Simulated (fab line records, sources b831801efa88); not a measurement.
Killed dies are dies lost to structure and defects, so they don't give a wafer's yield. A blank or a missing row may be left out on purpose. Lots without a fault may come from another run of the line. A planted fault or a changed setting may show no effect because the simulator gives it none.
Which tool did it? | flow gf180mcu | 14 lots, 42 wafers sampled, at 2 steps of a route of 602

WHAT THE GAUGES READ, wafer by wafer
GF_M2_OVL_MEAS_15. Usual: M2_OVL 1 nm, standard deviation 5.5.
lot  | measured     | on         | M2_OVL (nm) | flag
L530 | day 19 23:39 | overlay-02 | -6 -2 -6    |
L532 | day 20 09:29 | overlay-02 | -1 0 -4     |
L531 | day 20 11:35 | overlay-01 | 13 7 4      |
L533 | day 20 17:14 | overlay-02 | -4 -5 -6    |
L534 | day 21 08:06 | overlay-02 | -6 -5 -5    |
L537 | day 22 09:06 | overlay-01 | 8 4 8       |
L538 | day 22 17:57 | overlay-02 | 2 8 4       |
L543 | day 24 14:35 | overlay-02 | 4 5 8       |
L544 | day 24 15:13 | overlay-01 | -7 -1 -1    |
L545 | day 24 20:41 | overlay-01 | 0 7 -10     |
L546 | day 25 14:24 | overlay-01 | 11 15 8     |
L550 | day 27 05:28 | overlay-01 | -4 -6 -3    |
L551 | day 27 07:01 | overlay-02 | 9 4 3       |
L552 | day 27 09:32 | overlay-01 | -6 -5 2     |

GF_V2_CD_MEAS_14: target cd 260 nm. Usual: cd_nm 260.3 nm, standard deviation 1.1.
lot  | measured     | on        | cd_nm (nm)        | flag
L530 | day 21 00:34 | cd_sem-02 | 261.2 260.8 260.5 |
L532 | day 21 10:52 | cd_sem-02 | 260.5 259.7 260.8 |
L531 | day 21 13:14 | cd_sem-02 | 261.6 261.9 261.6 |
L533 | day 21 18:40 | cd_sem-02 | 261.8 259.8 260.8 |
L534 | day 22 09:33 | cd_sem-01 | 259.1 258.3 259.1 |
L537 | day 23 09:53 | cd_sem-01 | 260.0 260.7 261.9 |
L538 | day 23 18:29 | cd_sem-02 | 258.8 259.4 259.3 |
L543 | day 25 13:58 | cd_sem-02 | 260.9 261.1 260.0 |
L544 | day 25 14:38 | cd_sem-02 | 259.7 260.0 261.5 |
L545 | day 25 19:34 | cd_sem-02 | 260.4 260.8 260.8 |
L546 | day 26 12:52 | cd_sem-01 | 259.8 260.4 258.1 |
L550 | day 28 03:34 | cd_sem-01 | 258.8 260.9 259.7 |
L551 | day 28 04:13 | cd_sem-02 | 261.4 262.2 263.6 |
L552 | day 28 07:30 | cd_sem-02 | 261.5 262.0 261.3 |

WHICH TOOL RAN EACH LOT (tool, then ch and the chambers of the sampled wafers, then the start)
The record holds no process step before these readings.

WHAT THE TOOLS THEMSELVES READ (means of the sampled wafers that have a number; where no wafer has one, the mark that the record gives instead)
The record holds no such reading with a usual standard deviation.

THE ANSWER, worked out from the rows above alone
Rule: a lot is off if the mean of its wafers that have a number lies more than 3 standard deviations from the usual mean. A lot without any number at a reading at which 4 lots or more have one is off too. The other lots that the step has rows for count as sound. The gauges are gone through in route order, then the tools' own readings, and for those a lot's mean is taken as printed above. The first step at which some lot is off is used, and at that step the reading that is off furthest; a lot without a number counts as furthest.
No lot is off at any reading shown: from this, nothing can be told.

WHAT THE SIMULATOR HAD PUT IN
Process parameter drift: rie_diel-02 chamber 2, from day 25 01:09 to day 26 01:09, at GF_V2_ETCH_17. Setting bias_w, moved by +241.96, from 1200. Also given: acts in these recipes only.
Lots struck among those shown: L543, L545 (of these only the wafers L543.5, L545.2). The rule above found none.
